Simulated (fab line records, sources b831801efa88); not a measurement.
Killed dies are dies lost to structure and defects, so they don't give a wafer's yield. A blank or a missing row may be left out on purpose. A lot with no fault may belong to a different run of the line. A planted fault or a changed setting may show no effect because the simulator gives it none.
fab line records | flow sky130 | part 1 of 2: steps 1 to 23 of 36
[record] lots = 5 | wafers = 15 | last_day = 50
route steps=708 shown POLY_GATE@219 LDD_N@237
lots that met no fault: taken from a fault-free run of the same line
start_h: hours from the record's first day to the start of the lot's first wafer shown | wait_h: how many hours have passed since the lot's step before this one | " unchanged from the row above | L1.1+2: a row that stands for several wafers | - no value present, or no start provided | * or withheld: withheld | < > ~ a bound
route shown NAME@n: names a module that has steps shown in the file, with the first one's number in the route | usual: average and standard deviation across the fault-free wafers | same: alike in all rows | chamber/n: place in a boat | sites: readings site by site | _std_site: standard deviation of those values | _edge_site: mean of outer sites minus mean of inner sites | radius_mm: for every site, how far away it sits from the centre of the wafer | mask NAME#n: copy n | behind: the tool/chamber that last shaped the wafer | hold: what put the lot on hold/how long, in hours/how the hold closed | device: which transistor (n, p or np) failed to switch | end of line: at the end of the route, the tests of the same wafers | a step with no rows: only its recipe | killed: dies lost to structure and defects at the first sort, not the wafer's yield | map: per-die view of a wafer (x killed, . not killed, _ where there is no die)
set.NAME: setting as actually run; set.NAME@STEP: the setting as run at that earlier step | model.NAME: the simulator's own value behind a step, which no gauge read
lots at some steps of the route; a table a step, a row a wafer
services: when a tool's chamber went out of use (start_h, in hours from the record's first day, below 0 if earlier), for how many hours, and the reason
[[steps]]
[step SKY_POLY_GATE_DEHYDRATE_05]
[recipe] temp_c = 200 | time_s = 60
[usual] exhaust_pa = 44.8/0.78 | heater_power_total_W = 160.38/0.13
lot.wafer | tool           | chamber | start_h | wait_h | exhaust_pa | heater_power_total_W
L079.1    | litho_track-02 | 0       | 405.86  | 14.0   | 44.2       | 160.49
L079.2    | "              | 0       | "       | "      | 43.1       | 160.22
L079.5    | "              | 0       | "       | "      | 43.5       | 160.51
L082.3    | litho_track-03 | 0       | 436.47  | 15.3   | 45.4       | 160.66
L082.4    | "              | 0       | "       | "      | 44.8       | 160.18
L082.6    | "              | 0       | "       | "      | 44.8       | 160.19
L087.1    | litho_track-02 | 0       | 467.36  | 15.2   | 44.4       | 160.43
L087.2    | "              | 0       | "       | "      | 44.8       | 160.58
L087.5    | "              | 0       | "       | "      | 45.7       | 160.42
L092.1    | litho_track-03 | 0       | 512.32  | 14.6   | 45.3       | 160.40
L092.2    | "              | 0       | "       | "      | 44.8       | 160.44
L092.3    | "              | 0       | "       | "      | 45.8       | 160.52
L097.4    | litho_track-02 | 0       | 570.83  | 13.6   | 44.4       | 160.32
L097.5    | "              | 0       | "       | "      | 44.7       | 160.47
L097.6    | "              | 0       | "       | "      | 45.4       | 160.30
[step SKY_POLY_GATE_HMDS_06]
[recipe] prime_time_s = 60 | prime_temp_c = 120
[usual] exhaust_pa = 45.1/0.88
lot.wafer | tool           | chamber | start_h | wait_h | exhaust_pa
L079.1    | litho_track-02 | 0       | 406.01  | 0.1    | 47.0
L079.2    | "              | 0       | "       | "      | 45.2
L079.5    | "              | 0       | "       | "      | 45.6
L082.3    | litho_track-03 | 0       | 436.62  | 0.1    | 45.1
L082.4    | "              | 0       | "       | "      | 46.5
L082.6    | "              | 0       | "       | "      | 45.3
L087.1    | litho_track-02 | 0       | 467.51  | 0.1    | 45.1
L087.2    | "              | 0       | "       | "      | 44.2
L087.5    | "              | 0       | "       | "      | 44.5
L092.1    | litho_track-03 | 0       | 512.47  | 0.1    | 44.8
L092.2    | "              | 0       | "       | "      | 45.1
L092.3    | "              | 0       | "       | "      | 46.2
L097.4    | litho_track-02 | 0       | 570.98  | 0.1    | 43.7
L097.5    | "              | 0       | "       | "      | 45.1
L097.6    | "              | 0       | "       | "      | 43.5
[step SKY_POLY_GATE_COAT_07]
[recipe] resist = BARC | temp_c = withheld | time_s = withheld | spin_rpm = 3000 | resist_thk_nm = 110
[usual] exhaust_pa = 44.9/0.91
lot.wafer | tool           | chamber | start_h | wait_h | exhaust_pa
L079.1    | litho_track-02 | 0       | 406.16  | 0.1    | 44.3
L079.2    | "              | 0       | "       | "      | 43.6
L079.5    | "              | 0       | "       | "      | 44.4
L082.3    | litho_track-03 | 0       | 436.77  | 0.1    | 43.7
L082.4    | "              | 0       | "       | "      | 44.4
L082.6    | "              | 0       | "       | "      | 44.8
L087.1    | litho_track-02 | 0       | 467.66  | 0.1    | 45.0
L087.2    | "              | 0       | "       | "      | 44.1
L087.5    | "              | 0       | "       | "      | 43.0
L092.1    | litho_track-03 | 0       | 512.62  | 0.1    | 44.4
L092.2    | "              | 0       | "       | "      | 44.2
L092.3    | "              | 0       | "       | "      | 45.6
L097.4    | litho_track-02 | 0       | 571.13  | 0.1    | 46.0
L097.5    | "              | 0       | "       | "      | 45.5
L097.6    | "              | 0       | "       | "      | 45.0
[step SKY_POLY_GATE_COAT_08]
[recipe] resist = KrF-thick | spin_rpm = 3000 | resist_thk_nm = 450
[usual] exhaust_pa = 45.1/0.86
lot.wafer | tool           | chamber | start_h | wait_h | exhaust_pa
L079.1    | litho_track-02 | 0       | -       | -      | 45.5
L079.2    | "              | 0       | "       | "      | 45.5
L079.5    | "              | 0       | "       | "      | 45.2
L082.3    | litho_track-03 | 0       | -       | -      | 44.9
L082.4    | "              | 0       | "       | "      | 43.9
L082.6    | "              | 0       | "       | "      | 43.9
L087.1    | litho_track-02 | 0       | -       | -      | 45.3
L087.2    | "              | 0       | "       | "      | 45.1
L087.5    | "              | 0       | "       | "      | 45.3
L092.1    | litho_track-03 | 0       | -       | -      | 44.3
L092.2    | "              | 0       | "       | "      | 46.0
L092.3    | "              | 0       | "       | "      | 45.3
L097.4    | litho_track-02 | 0       | -       | -      | 46.4
L097.5    | "              | 0       | "       | "      | 46.6
L097.6    | "              | 0       | "       | "      | 46.1
[step SKY_POLY_GATE_SOFTBAKE_09]
[recipe] temp_c = 100 | time_s = 90 | resist = KrF-thick
[usual] exhaust_pa = 45.2/0.89 | heater_power_total_W = 57.35/0.11
lot.wafer | tool           | chamber | start_h | wait_h | exhaust_pa | heater_power_total_W
L079.1    | litho_track-02 | 0       | -       | -      | 45.7       | 57.52
L079.2    | "              | 0       | "       | "      | 46.2       | 57.17
L079.5    | "              | 0       | "       | "      | 46.1       | 57.36
L082.3    | litho_track-03 | 0       | -       | -      | 44.6       | 57.40
L082.4    | "              | 0       | "       | "      | 43.8       | 57.32
L082.6    | "              | 0       | "       | "      | 46.3       | 57.39
L087.1    | litho_track-02 | 0       | -       | -      | 44.6       | 57.50
L087.2    | "              | 0       | "       | "      | 45.5       | 57.37
L087.5    | "              | 0       | "       | "      | 44.7       | 57.33
L092.1    | litho_track-03 | 0       | -       | -      | 44.2       | 57.21
L092.2    | "              | 0       | "       | "      | 44.1       | 57.31
L092.3    | "              | 0       | "       | "      | 44.4       | 57.33
L097.4    | litho_track-02 | 0       | -       | -      | 46.6       | 57.22
L097.5    | "              | 0       | "       | "      | 46.7       | 57.31
L097.6    | "              | 0       | "       | "      | 46.1       | 57.21
[step SKY_POLY_GATE_EXPOSE_10]
[recipe] mask_id = P1M | na = 0.68 | source_shape = conventional | sigma_outer = 0.6 | target_cd_nm = 150 | dose_mj = 28
lot.wafer  | tool           | chamber | start_h | wait_h | mask
L079.1+2+5 | krf_scanner-02 | 0       | -       | -      | P1M#0
L082.3+4+6 | krf_scanner-02 | 0       | -       | -      | P1M#0
L087.1+2+5 | krf_scanner-02 | 0       | -       | -      | P1M#0
L092.1+2+3 | krf_scanner-01 | 0       | -       | -      | P1M#0
L097.4+5+6 | krf_scanner-02 | 0       | -       | -      | P1M#0
[step SKY_POLY_GATE_PEB_11]
[recipe] peb_temp_c = withheld | peb_time_s = withheld | resist = KrF-thick
[usual] exhaust_pa = 44.9/0.87
lot.wafer | tool           | chamber | start_h | wait_h | exhaust_pa
L079.1    | litho_track-02 | 0       | -       | -      | 44.3
L079.2    | "              | 0       | "       | "      | 44.0
L079.5    | "              | 0       | "       | "      | 44.8
L082.3    | litho_track-04 | 0       | -       | -      | 44.7
L082.4    | "              | 0       | "       | "      | 45.3
L082.6    | "              | 0       | "       | "      | 43.5
L087.1    | litho_track-04 | 0       | -       | -      | 45.4
L087.2    | "              | 0       | "       | "      | 45.7
L087.5    | "              | 0       | "       | "      | 45.8
L092.1    | litho_track-04 | 0       | -       | -      | 44.2
L092.2    | "              | 0       | "       | "      | 45.3
L092.3    | "              | 0       | "       | "      | 44.4
L097.4    | litho_track-02 | 0       | -       | -      | 44.6
L097.5    | "              | 0       | "       | "      | 44.9
L097.6    | "              | 0       | "       | "      | 44.7
[step SKY_POLY_GATE_DEVELOP_12]
[recipe] develop_time_s = 60 | resist = KrF-thick | dev_temp_c = 21
[usual] exhaust_pa = 44.9/0.91
lot.wafer | tool           | chamber | start_h | wait_h | exhaust_pa
L079.1    | litho_track-02 | 0       | -       | -      | 44.0
L079.2    | "              | 0       | "       | "      | 43.0
L079.5    | "              | 0       | "       | "      | 44.3
L082.3    | litho_track-04 | 0       | -       | -      | 45.3
L082.4    | "              | 0       | "       | "      | 45.1
L082.6    | "              | 0       | "       | "      | 46.0
L087.1    | litho_track-04 | 0       | -       | -      | 45.9
L087.2    | "              | 0       | "       | "      | 43.0
L087.5    | "              | 0       | "       | "      | 42.6
L092.1    | litho_track-04 | 0       | -       | -      | 45.1
L092.2    | "              | 0       | "       | "      | 43.8
L092.3    | "              | 0       | "       | "      | 46.2
L097.4    | litho_track-02 | 0       | -       | -      | 45.0
L097.5    | "              | 0       | "       | "      | 45.1
L097.6    | "              | 0       | "       | "      | 45.5
[step SKY_POLY_GATE_CD_MEAS_13]
[recipe] target_cd_nm = 150
[usual] cd_nm = 150.1/1.2
lot.wafer | tool      | chamber | start_h | wait_h | cd_nm
L079.1    | cd_sem-02 | -       | 421.01  | -      | 152.2
L079.2    | "         | -       | "       | "      | 149.8
L079.5    | "         | -       | "       | "      | 151.7
L082.3    | cd_sem-02 | -       | 452.43  | -      | 150.6
L082.4    | "         | -       | "       | "      | 150.0
L082.6    | "         | -       | "       | "      | 151.6
L087.1    | cd_sem-01 | -       | 482.69  | -      | 148.2
L087.2    | "         | -       | "       | "      | 146.9
L087.5    | "         | -       | "       | "      | 147.4
L092.1    | cd_sem-02 | -       | 528.04  | -      | 151.1
L092.2    | "         | -       | "       | "      | 150.3
L092.3    | "         | -       | "       | "      | 151.1
L097.4    | cd_sem-02 | -       | 586.32  | -      | 149.5
L097.5    | "         | -       | "       | "      | 150.4
L097.6    | "         | -       | "       | "      | 150.1
[step SKY_POLY_GATE_OVL_MEAS_14]
[usual] POLY_GATE_OVL = -2/4.8
lot.wafer | tool       | chamber | start_h | wait_h | POLY_GATE_OVL[nm]
L079.1    | overlay-01 | -       | 421.13  | 0.1    | 3
L079.2    | "          | -       | "       | "      | 0
L079.5    | "          | -       | "       | "      | -1
L082.3    | overlay-02 | -       | 452.52  | 0.1    | 1
L082.4    | "          | -       | "       | "      | 4
L082.6    | "          | -       | "       | "      | 0
L087.1    | overlay-02 | -       | 482.81  | 0.1    | -1
L087.2    | "          | -       | "       | "      | 1
L087.5    | "          | -       | "       | "      | -2
L092.1    | overlay-01 | -       | 528.16  | 0.1    | -4
L092.2    | "          | -       | "       | "      | -9
L092.3    | "          | -       | "       | "      | 3
L097.4    | overlay-02 | -       | 586.40  | 0.1    | -3
L097.5    | "          | -       | "       | "      | -9
L097.6    | "          | -       | "       | "      | 2
[step SKY_POLY_GATE_ETCH_15]
[recipe] chemistry = N2/H2 | target = BARC | ion_energy_ev = 200 | source_w = 500 | bias_w = 100 | pressure_mtorr = 30 | n2_flow_sccm = 100 | h2_flow_sccm = 200 | stop_on = SiO2 | time_s = 118.5 | target_depth_a = 1100
[usual] drypump_motor_current_A = 5.7/0.47 | h2_flow_sccm = 200.0/0.61 | oes_product_au = 0.716/0.0045 | throttle_valve_pct = 13.213/0.0095
lot.wafer | tool        | chamber | start_h | wait_h | drypump_motor_current_A | h2_flow_sccm | oes_product_au | rf_hours_counter_h | throttle_valve_pct
L079.1    | rie_diel-02 | 0       | 421.16  | 0.0    | 5.8                     | 201.0        | 0.721          | 1                  | 13.222
L079.2    | "           | 1       | "       | "      | 5.8                     | 200.3        | 0.718          | 13                 | 13.223
L079.5    | "           | 2       | "       | "      | 6.2                     | 200.0        | 0.712          | -                  | 13.214
L082.3    | rie_diel-02 | 0       | 452.54  | 0.0    | 5.9                     | 198.6        | 0.716          | 2                  | 13.210
L082.4    | "           | 1       | "       | "      | 5.8                     | 199.9        | 0.715          | 13                 | 13.225
L082.6    | "           | 2       | "       | "      | 6.2                     | 200.1        | 0.714          | -                  | 13.230
L087.1    | rie_diel-01 | 3       | 482.84  | 0.0    | 6.0                     | 200.3        | 0.721          | 1                  | 13.209
L087.2    | "           | 2       | "       | "      | 5.9                     | 199.7        | 0.715          | 10                 | 13.224
L087.5    | "           | 3       | "       | "      | 6.1                     | 200.8        | 0.715          | -                  | 13.201
L092.1    | rie_diel-01 | 1       | 528.19  | 0.0    | 5.4                     | 200.4        | 0.718          | 72                 | 13.223
L092.2    | "           | 0       | "       | "      | 5.0                     | 199.8        | 0.718          | 90                 | 13.207
L092.3    | "           | 2       | "       | "      | 5.9                     | 200.3        | 0.712          | 11                 | 13.207
L097.4    | rie_diel-02 | 1       | 586.41  | 0.0    | 5.8                     | 200.8        | 0.714          | 16                 | 13.223
L097.5    | "           | 2       | "       | "      | 6.2                     | 199.7        | 0.723          | -                  | 13.239
L097.6    | "           | 1       | "       | "      | 5.8                     | 199.4        | 0.713          | -                  | 13.212
[step SKY_POLY_GATE_ETCH_16]
[recipe] stop_on = poly-Si | chemistry = CH3F/O2 | target = Si3N4 | source_w = 400 | bias_w = 80 | pressure_mtorr = 25 | ch3f_flow_sccm = 40 | O2_flow_sccm = 30 | time_s = 147.5 | target_depth_a = 750
[usual] O2_flow_sccm = 30.01/0.092 | drypump_motor_current_A = 5.6/0.46 | oes_product_au = 0.641/0.0054 | throttle_valve_pct = 10.535/0.0095
lot.wafer | tool        | chamber | start_h | wait_h | O2_flow_sccm | drypump_motor_current_A | oes_product_au | rf_hours_counter_h | throttle_valve_pct
L079.1    | rie_diel-02 | 0       | 421.25  | 0.0    | 29.94        | 5.9                     | 0.636          | 1                  | 10.531
L079.2    | "           | 1       | "       | "      | 29.87        | 5.8                     | 0.636          | 13                 | 10.537
L079.5    | "           | 2       | "       | "      | 30.00        | 6.2                     | 0.641          | -                  | 10.531
L082.3    | rie_diel-02 | 0       | 452.63  | 0.0    | 30.00        | 5.8                     | 0.647          | 2                  | 10.543
L082.4    | "           | 1       | "       | "      | 30.17        | 5.8                     | 0.634          | 13                 | 10.542
L082.6    | "           | 2       | "       | "      | 30.00        | 6.2                     | 0.638          | -                  | 10.524
L087.1    | rie_diel-01 | 3       | 482.93  | 0.0    | 29.95        | 6.0                     | 0.653          | 1                  | 10.539
L087.2    | "           | 2       | "       | "      | 29.94        | 5.9                     | 0.640          | 10                 | 10.541
L087.5    | "           | 3       | "       | "      | 30.03        | 6.0                     | 0.635          | -                  | 10.534
L092.1    | rie_diel-01 | 1       | 528.28  | 0.0    | 29.94        | 5.4                     | 0.642          | 72                 | 10.532
L092.2    | "           | 0       | "       | "      | 29.98        | 5.0                     | 0.640          | 90                 | 10.545
L092.3    | "           | 2       | "       | "      | 30.09        | 5.9                     | 0.635          | 11                 | 10.529
L097.4    | rie_diel-02 | 1       | 586.50  | 0.0    | 30.16        | 5.8                     | 0.645          | 17                 | 10.536
L097.5    | "           | 2       | "       | "      | 29.72        | 6.1                     | 0.641          | -                  | 10.535
L097.6    | "           | 1       | "       | "      | 30.08        | 5.8                     | 0.640          | -                  | 10.542
[step SKY_POLY_GATE_ETCH_17]
[recipe] target_depth_nm = 180 | stop_on = SiO2 | over_etch_frac = 0.56667 | chemistry = HBr/Cl2 | target = poly-Si | icp_w = 400 | bias_w = 100 | pressure_mtorr = 10 | HBr_flow_sccm = 150 | Cl2_flow_sccm = 50 | time_s = 70.5
[usual] drypump_motor_current_A = 5.3/0.51 | mfc_cl2_sccm = 49.98/0.14 | oes_product_au = 0.986/0.0077 | throttle_valve_pct = 33.685/0.01
lot.wafer | tool      | chamber | start_h | wait_h | drypump_motor_current_A | mfc_cl2_sccm | oes_product_au | rf_hours_counter_h | throttle_valve_pct
L079.1    | rie_si-02 | 2       | 421.35  | 0.0    | 4.7                     | 49.70        | 0.991          | 11                 | 33.678
L079.2    | "         | 1       | "       | "      | 5.0                     | 49.73        | 0.988          | 30                 | 33.678
L079.5    | "         | 2       | "       | "      | 4.7                     | 49.78        | 0.989          | -                  | 33.684
L082.3    | rie_si-01 | 3       | 452.72  | 0.0    | 5.4                     | 50.02        | 0.992          | 4                  | 33.693
L082.4    | "         | 0       | "       | "      | 4.9                     | 49.87        | 0.991          | 3                  | 33.676
L082.6    | "         | 3       | "       | "      | 5.4                     | 49.88        | 0.988          | -                  | 33.680
L087.1    | rie_si-01 | 0       | 483.02  | 0.0    | 4.9                     | 49.99        | 0.985          | 3                  | 33.659
L087.2    | "         | 3       | "       | "      | 5.4                     | 50.29        | 0.997          | 4                  | 33.677
L087.5    | "         | 2       | "       | "      | 5.6                     | 49.86        | 0.991          | -                  | 33.700
L092.1    | rie_si-02 | 3       | 528.37  | 0.0    | 6.1                     | 50.20        | 0.981          | 25                 | 33.683
L092.2    | "         | 2       | "       | "      | 4.7                     | 49.87        | 0.989          | 11                 | 33.686
L092.3    | "         | 0       | "       | "      | 5.4                     | 50.07        | 0.988          | 1                  | 33.683
L097.4    | rie_si-01 | 0       | 586.62  | 0.1    | 4.9                     | 50.10        | 0.993          | -                  | 33.683
L097.5    | "         | 1       | "       | "      | 6.0                     | 49.86        | 0.975          | -                  | 33.671
L097.6    | "         | 3       | "       | "      | 5.4                     | 49.90        | 0.983          | -                  | 33.688
[step SKY_POLY_GATE_STRIP_18]
[recipe] chemistry = O2/N2 | power_w = 1400 | pressure_mtorr = 1500 | platen_temp_c = withheld | o2_flow_sccm = 3000 | n2_flow_sccm = 300 | overash_fraction = 0.5
[usual] drypump_motor_current_A = 5.6/0.47 | oes_product_au = 0.362/0.0046 | strip_time_to_endpoint_s = 3.19/0.041
lot.wafer | tool            | chamber | start_h | wait_h | drypump_motor_current_A | oes_product_au | rf_hours_counter_h | strip_time_to_endpoint_s
L079.1    | plasma_asher-03 | 1       | 421.40  | 0.0    | 6.4                     | 0.359          | 28                 | 3.12
L079.2    | "               | 0       | "       | "      | 5.4                     | 0.368          | 28                 | 3.23
L079.5    | "               | 1       | "       | "      | 6.4                     | 0.359          | -                  | 3.22
L082.3    | plasma_asher-04 | 0       | 452.81  | 0.1    | 5.6                     | 0.355          | -                  | 3.11
L082.4    | "               | 1       | "       | "      | 5.9                     | 0.362          | -                  | 3.19
L082.6    | "               | 0       | "       | "      | 5.6                     | 0.361          | -                  | 3.15
L087.1    | plasma_asher-01 | 0       | 483.08  | 0.0    | 5.1                     | 0.362          | 55                 | 3.19
L087.2    | "               | 1       | "       | "      | 5.1                     | 0.355          | 55                 | 3.16
L087.5    | "               | 1       | "       | "      | 5.2                     | 0.360          | -                  | 3.21
L092.1    | plasma_asher-01 | 1       | 528.43  | 0.0    | 5.2                     | 0.358          | 60                 | 3.19
L092.2    | "               | 0       | "       | "      | 5.1                     | 0.369          | 60                 | 3.24
L092.3    | "               | 0       | "       | "      | 5.1                     | 0.356          | -                  | 3.17
L097.4    | plasma_asher-03 | 1       | 586.68  | 0.0    | 6.4                     | 0.366          | -                  | 3.25
L097.5    | "               | 1       | "       | "      | 6.5                     | 0.358          | -                  | 3.23
L097.6    | "               | 0       | "       | "      | 5.4                     | 0.355          | -                  | 3.20
[step SKY_POLY_GATE_CLEAN_19]
[recipe] chemistry = SC1/SC2 | mix = 1:4:20 | temp_c = 70 | time_s = 150 | dry = n2_spin
[usual] bath_guard_temp_C = 70.1/0.49
lot.wafer | tool         | chamber | start_h | wait_h | bath_guard_temp_C
L079.1    | wet_bench-01 | 2       | 421.50  | 0.1    | 69.8
L079.2    | "            | 2       | "       | "      | 69.7
L079.5    | "            | 2       | "       | "      | 69.8
L082.3    | wet_bench-01 | 2       | 452.88  | 0.0    | 70.0
L082.4    | "            | 2       | "       | "      | 70.0
L082.6    | "            | 2       | "       | "      | 69.9
L087.1    | wet_bench-02 | 2       | 483.18  | 0.1    | 70.6
L087.2    | "            | 2       | "       | "      | 70.3
L087.5    | "            | 2       | "       | "      | 70.7
L092.1    | wet_bench-02 | 1       | 528.53  | 0.1    | 70.2
L092.2    | "            | 1       | "       | "      | 70.1
L092.3    | "            | 1       | "       | "      | 70.3
L097.4    | wet_bench-01 | 3       | 586.75  | 0.0    | 70.3
L097.5    | "            | 3       | "       | "      | 70.3
L097.6    | "            | 3       | "       | "      | 70.3
[step SKY_POLY_GATE_OXIDATION_20]
[recipe] temp_c = 850 | ambient = O2 | stabilise_s = 600 | purge_s = 300 | target_thk_a = 40 | ox_time_s = 899
[usual] spike_tc_lower_C = 851.1/0.98 | zone_power_upper_pct = 15.6/0.6
lot.wafer | tool       | chamber | start_h | wait_h | spike_tc_lower_C | zone_power_upper_pct
L079.1    | furnace-01 | 0       | 422.57  | 1.0    | 852.6            | 16.4
L079.2    | "          | 0       | "       | "      | 851.5            | 15.9
L079.5    | "          | 0       | "       | "      | 851.4            | 16.2
L082.3    | furnace-02 | 0       | 452.93  | 0.0    | 850.0            | 15.2
L082.4    | "          | 0       | "       | "      | 851.0            | 15.1
L082.6    | "          | 0       | "       | "      | 849.9            | 15.1
L087.1    | furnace-02 | 0       | 483.23  | 0.0    | 850.3            | 15.2
L087.2    | "          | 0       | "       | "      | 850.3            | 15.2
L087.5    | "          | 0       | "       | "      | 851.4            | 15.3
L092.1    | furnace-02 | 0       | 528.58  | 0.0    | 851.0            | 15.4
L092.2    | "          | 0       | "       | "      | 850.7            | 14.8
L092.3    | "          | 0       | "       | "      | 850.9            | 15.1
L097.4    | furnace-01 | 0       | 587.80  | 1.0    | 851.4            | 16.5
L097.5    | "          | 0       | "       | "      | 850.4            | 16.5
L097.6    | "          | 0       | "       | "      | 853.9            | 16.4
[step SKY_POLY_GATE_THK_MEAS_21]
[recipe] reads = SiO2_of_POLY_GATE_OXIDATION_20
[usual] POLY_GATE_OXIDATION_THK = 4.00/0.079
lot.wafer | tool          | chamber | start_h | wait_h | POLY_GATE_OXIDATION_THK[nm]
L079.1    | film_metro-01 | -       | 423.82  | 0.0    | 3.94
L079.2    | "             | -       | "       | "      | 3.96
L079.5    | "             | -       | "       | "      | 3.98
L082.3    | film_metro-01 | -       | 454.20  | 0.0    | 4.07
L082.4    | "             | -       | "       | "      | 4.07
L082.6    | "             | -       | "       | "      | 3.98
L087.1    | film_metro-02 | -       | 484.48  | 0.0    | 4.07
L087.2    | "             | -       | "       | "      | 4.16
L087.5    | "             | -       | "       | "      | 4.08
L092.1    | film_metro-02 | -       | 529.83  | 0.0    | 3.95
L092.2    | "             | -       | "       | "      | 3.87
L092.3    | "             | -       | "       | "      | 3.85
L097.4    | film_metro-04 | -       | 589.08  | 0.0    | 3.92
L097.5    | "             | -       | "       | "      | 3.98
L097.6    | "             | -       | "       | "      | 3.87
[step SKY_POLY_GATE_CD_MEAS_22]
[usual] cd_nm = 149.8/1.8
lot.wafer | tool      | chamber | start_h | wait_h | cd_nm
L079.1    | cd_sem-01 | -       | 423.88  | 0.1    | 152.6
L079.2    | "         | -       | "       | "      | 148.6
L079.5    | "         | -       | "       | "      | 150.7
L082.3    | cd_sem-02 | -       | 454.30  | 0.1    | 146.7
L082.4    | "         | -       | "       | "      | 149.2
L082.6    | "         | -       | "       | "      | 149.5
L087.1    | cd_sem-02 | -       | 484.54  | 0.1    | 149.7
L087.2    | "         | -       | "       | "      | 148.3
L087.5    | "         | -       | "       | "      | 149.7
L092.1    | cd_sem-02 | -       | 529.89  | 0.1    | 151.0
L092.2    | "         | -       | "       | "      | 151.3
L092.3    | "         | -       | "       | "      | 152.7
L097.4    | cd_sem-02 | -       | 589.20  | 0.1    | 148.8
L097.5    | "         | -       | "       | "      | 152.0
L097.6    | "         | -       | "       | "      | 150.7
[step SKY_LDD_N_DEHYDRATE_00]
[recipe] temp_c = 200 | time_s = 60
[usual] exhaust_pa = 45.1/0.96 | heater_power_total_W = 160.37/0.13
lot.wafer | tool           | chamber | start_h | wait_h | exhaust_pa | heater_power_total_W
L079.1    | litho_track-04 | 0       | 438.69  | 14.8   | 45.4       | 160.23
L079.2    | "              | 0       | "       | "      | 44.5       | 160.57
L079.5    | "              | 0       | "       | "      | 45.8       | 160.36
L082.3    | litho_track-01 | 0       | 469.36  | 15.0   | 44.0       | 160.34
L082.4    | "              | 0       | "       | "      | 44.7       | 160.21
L082.6    | "              | 0       | "       | "      | 45.5       | 160.36
L087.1    | litho_track-01 | 0       | 500.01  | 15.4   | 46.4       | 160.27
L087.2    | "              | 0       | "       | "      | 46.3       | 160.16
L087.5    | "              | 0       | "       | "      | 44.6       | 160.52
L092.1    | litho_track-01 | 0       | 544.16  | 14.2   | 46.1       | 160.25
L092.2    | "              | 0       | "       | "      | 46.6       | 160.29
L092.3    | "              | 0       | "       | "      | 45.3       | 160.44
L097.4    | litho_track-04 | 0       | 602.41  | 13.2   | 44.8       | 160.59
L097.5    | "              | 0       | "       | "      | 46.2       | 160.38
L097.6    | "              | 0       | "       | "      | 44.2       | 160.30
[step SKY_LDD_N_HMDS_01]
[recipe] prime_time_s = 60 | prime_temp_c = 120
[usual] exhaust_pa = 45.1/0.82
lot.wafer | tool           | chamber | start_h | wait_h | exhaust_pa
L079.1    | litho_track-04 | 0       | 438.84  | 0.1    | 44.9
L079.2    | "              | 0       | "       | "      | 44.7
L079.5    | "              | 0       | "       | "      | 44.5
L082.3    | litho_track-01 | 0       | 469.51  | 0.1    | 43.1
L082.4    | "              | 0       | "       | "      | 44.4
L082.6    | "              | 0       | "       | "      | 44.4
L087.1    | litho_track-01 | 0       | 500.16  | 0.1    | 44.8
L087.2    | "              | 0       | "       | "      | 46.4
L087.5    | "              | 0       | "       | "      | 45.8
L092.1    | litho_track-01 | 0       | 544.31  | 0.1    | 45.5
L092.2    | "              | 0       | "       | "      | 45.4
L092.3    | "              | 0       | "       | "      | 46.3
L097.4    | litho_track-04 | 0       | 602.56  | 0.1    | 46.5
L097.5    | "              | 0       | "       | "      | 44.0
L097.6    | "              | 0       | "       | "      | 45.6
[step SKY_LDD_N_COAT_02]
[recipe] resist = NOVOLAK | spin_rpm = 3000 | resist_thk_nm = 300
[usual] exhaust_pa = 45.1/0.87
lot.wafer | tool           | chamber | start_h | wait_h | exhaust_pa
L079.1    | litho_track-04 | 0       | 438.99  | 0.1    | 44.4
L079.2    | "              | 0       | "       | "      | 45.0
L079.5    | "              | 0       | "       | "      | 44.8
L082.3    | litho_track-01 | 0       | 469.66  | 0.1    | 44.6
L082.4    | "              | 0       | "       | "      | 44.3
L082.6    | "              | 0       | "       | "      | 45.8
L087.1    | litho_track-01 | 0       | 500.31  | 0.1    | 45.7
L087.2    | "              | 0       | "       | "      | 44.3
L087.5    | "              | 0       | "       | "      | 44.0
L092.1    | litho_track-01 | 0       | 544.46  | 0.1    | 43.9
L092.2    | "              | 0       | "       | "      | 46.0
L092.3    | "              | 0       | "       | "      | 44.4
L097.4    | litho_track-04 | 0       | 602.71  | 0.1    | 45.7
L097.5    | "              | 0       | "       | "      | 44.1
L097.6    | "              | 0       | "       | "      | 45.5
[step SKY_LDD_N_SOFTBAKE_03]
[recipe] temp_c = 90 | time_s = 60 | resist = NOVOLAK
[usual] exhaust_pa = 45.1/0.89 | heater_power_total_W = 56.60/0.043
lot.wafer | tool           | chamber | start_h | wait_h | exhaust_pa | heater_power_total_W
L079.1    | litho_track-04 | 0       | 439.14  | 0.1    | 44.5       | 56.62
L079.2    | "              | 0       | "       | "      | 45.6       | 56.61
L079.5    | "              | 0       | "       | "      | 44.3       | 56.61
L082.3    | litho_track-01 | 0       | 469.81  | 0.1    | 43.9       | 56.57
L082.4    | "              | 0       | "       | "      | 46.4       | 56.48
L082.6    | "              | 0       | "       | "      | 45.2       | 56.58
L087.1    | litho_track-01 | 0       | 500.46  | 0.1    | 44.7       | 56.56
L087.2    | "              | 0       | "       | "      | 45.0       | 56.58
L087.5    | "              | 0       | "       | "      | 44.9       | 56.56
L092.1    | litho_track-01 | 0       | 544.61  | 0.1    | 46.0       | 56.62
L092.2    | "              | 0       | "       | "      | 45.3       | 56.56
L092.3    | "              | 0       | "       | "      | 43.4       | 56.57
L097.4    | litho_track-04 | 0       | 602.86  | 0.1    | 45.1       | 56.66
L097.5    | "              | 0       | "       | "      | 44.9       | 56.59
L097.6    | "              | 0       | "       | "      | 45.4       | 56.62
[step SKY_LDD_N_EXPOSE_04]
[recipe] mask_id = NTM | target_cd_nm = 840 | na = 0.6 | source_shape = conventional | sigma_outer = 0.6 | dose_mj = 110
lot.wafer  | tool             | chamber | start_h | wait_h | mask
L079.1+2+5 | iline_stepper-02 | 0       | -       | -      | NTM#0
L082.3+4+6 | iline_stepper-01 | 0       | -       | -      | NTM#0
L087.1+2+5 | iline_stepper-01 | 0       | -       | -      | NTM#0
L092.1+2+3 | iline_stepper-01 | 0       | -       | -      | NTM#0
L097.4+5+6 | iline_stepper-01 | 0       | -       | -      | NTM#0
